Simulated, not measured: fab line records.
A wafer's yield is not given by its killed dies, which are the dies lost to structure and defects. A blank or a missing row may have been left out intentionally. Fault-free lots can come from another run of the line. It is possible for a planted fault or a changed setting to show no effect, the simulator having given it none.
Which of the tools did it?	flow gf180mcu	13 lots, 39 wafers sampled, at 4 steps of a route of 602

WHAT THE GAUGES SHOWED, per wafer
GF_V5_THK_MEAS_01. Usual: V5_CVD_00_THK typically reads 300.0 nm, with standard deviation 2.8.
lot	measured	on	V5_CVD_00_THK (nm)	flag
L310	day 26 06:51	film-metro-03	301.0 295.7 298.2	
L312	day 26 21:22	film-metro-03	300.6 299.6 299.7	
L313	day 27 06:26	film-metro-04	299.2 297.0 301.6	
L314	day 27 22:04	film-metro-01	301.1 299.1 299.2	
L317	day 28 17:58	film-metro-03	302.0 303.6 301.0	
L318	day 28 23:37	film-metro-01	295.7 296.9 298.2	
L319	day 29 13:22	film-metro-01	298.0 303.0 299.1	
L320	day 29 22:13	film-metro-03	298.7 298.2 296.4	
L322	day 30 08:22	film-metro-04	301.5 299.3 302.4	
L323	day 30 11:26	film-metro-03	303.2 304.5 303.3	
L324	day 30 12:22	film-metro-04	299.9 298.1 301.4	
L325	day 31 00:36	film-metro-04	302.7 299.5 299.5	
L329	day 31 20:46	film-metro-04	297.1 298.6 297.9	

WHICH TOOL RAN EACH LOT (tool, then ch and the chambers of the sampled wafers, then the start)
lot	GF_HV_LDD_CLEAN_51	GF_V4_STRIP_18	GF_MIM_SPUTTER_01
L310	wet-bench-04 ch 1, day 12 10:36	plasma-asher-03 ch 0,1, day 24 09:00	pvd-sputter-04, day 24 10:29
L312	wet-bench-02 ch 2, day 12 22:00	plasma-asher-03 ch 0,1, day 25 00:35	pvd-sputter-04, day 25 01:55
L313	wet-bench-04 ch 3, day 13 08:48	plasma-asher-04 ch 0,1, day 25 09:37	pvd-sputter-03, day 25 10:56
L314	wet-bench-02 ch 0, day 14 00:41	plasma-asher-03 ch 0,1, day 26 02:59	pvd-sputter-03, day 26 04:18
L317	wet-bench-02 ch 3, day 14 17:44	plasma-asher-03 ch 0,1, day 26 23:49	pvd-sputter-02, day 27 01:08
L318	wet-bench-02 ch 1, day 15 04:08	plasma-asher-02 ch 0,1, day 27 05:45	pvd-sputter-04, day 27 07:05
L319	wet-bench-04 ch 3, day 15 17:23	plasma-asher-04 ch 0,1, day 27 19:28	pvd-sputter-04, day 27 20:47
L320	wet-bench-01 ch 1, day 16 01:29	plasma-asher-02 ch 0,1, day 28 04:43	pvd-sputter-02, day 28 06:02
L322	wet-bench-02 ch 3, day 16 13:59	plasma-asher-02 ch 0,1, day 28 16:59	pvd-sputter-02, day 28 18:21
L323	wet-bench-04 ch 2, day 16 23:32	plasma-asher-04 ch 0,1, day 28 19:45	pvd-sputter-02, day 28 21:05
L324	wet-bench-01 ch 3, day 16 23:50	plasma-asher-03 ch 0,1, day 28 20:08	pvd-sputter-02, day 28 21:26
L325	wet-bench-01 ch 0, day 17 13:41	plasma-asher-03 ch 0,1, day 29 08:10	pvd-sputter-03, day 29 09:29
L329	wet-bench-01 ch 0, day 18 18:11	plasma-asher-03 ch 0,1, day 30 05:49	pvd-sputter-04, day 30 07:14
- GF_HV_LDD_CLEAN_51: cleans in SC1/SC2, time 150 s.
- GF_V4_STRIP_18: strips in O2/N2.
- GF_MIM_SPUTTER_01: material TiN, target thk 30 nm, time 25 s.

WHAT THE TOOLS THEMSELVES READ (means of the sampled wafers that have a number; where no wafer has one, the mark that the record gives instead)
GF_V4_STRIP_18. Usual: drypump-motor-current-A 5.6 A, standard deviation 0.38; heater-power-w 348 W, standard deviation 25; oes-product-au 0.592 a.u., standard deviation 0.0054.
lot	tool	drypump-motor-current-A (A)	heater-power-w (W)	oes-product-au (a.u.)	flag
L310	plasma-asher-03	5.6	325	0.592	
L312	plasma-asher-03	5.6	322	0.593	
L313	plasma-asher-04	6.2	363	0.592	
L314	plasma-asher-03	5.6	340	0.594	
L317	plasma-asher-03	5.5	338	0.590	
L318	plasma-asher-02	5.3	364	0.592	
L319	plasma-asher-04	6.2	359	0.591	
L320	plasma-asher-02	5.4	364	0.590	
L322	plasma-asher-02	5.5	365	0.589	
L323	plasma-asher-04	6.1	355	0.594	
L324	plasma-asher-03	5.5	337	0.589	
L325	plasma-asher-03	5.6	325	0.590	
L329	plasma-asher-03	5.6	324	0.589	

GF_MIM_SPUTTER_01. Usual: throttle-valve-pct 30.2 %, standard deviation 0.82.
lot	tool	throttle-valve-pct (%)	flag
L310	pvd-sputter-04	31.2	
L312	pvd-sputter-04	30.7	
L313	pvd-sputter-03	29.6	
L314	pvd-sputter-03	29.5	
L317	pvd-sputter-02	29.8	
L318	pvd-sputter-04	31.2	
L319	pvd-sputter-04	31.3	
L320	pvd-sputter-02	29.3	
L322	pvd-sputter-02	30.0	
L323	pvd-sputter-02	29.6	
L324	pvd-sputter-02	29.7	
L325	pvd-sputter-03	29.6	
L329	pvd-sputter-04	31.2	

THE ANSWER, worked out from the rows above alone
Rule: lot off if the mean of its wafers having a number is beyond 3 standard deviations from the usual mean. A lot without any number at a reading at which 4 lots or more have one is off too. The other lots that the step has rows for count as sound. First the gauges in route order, then the tools' own readings, where a lot's mean is used as printed above. At the first step where some lot is off, the reading lying furthest off is the one used; lots without a number count as furthest.
Across all readings shown, no lot is off: no conclusion can be drawn from this.

WHAT THE SIMULATOR HAD PUT IN
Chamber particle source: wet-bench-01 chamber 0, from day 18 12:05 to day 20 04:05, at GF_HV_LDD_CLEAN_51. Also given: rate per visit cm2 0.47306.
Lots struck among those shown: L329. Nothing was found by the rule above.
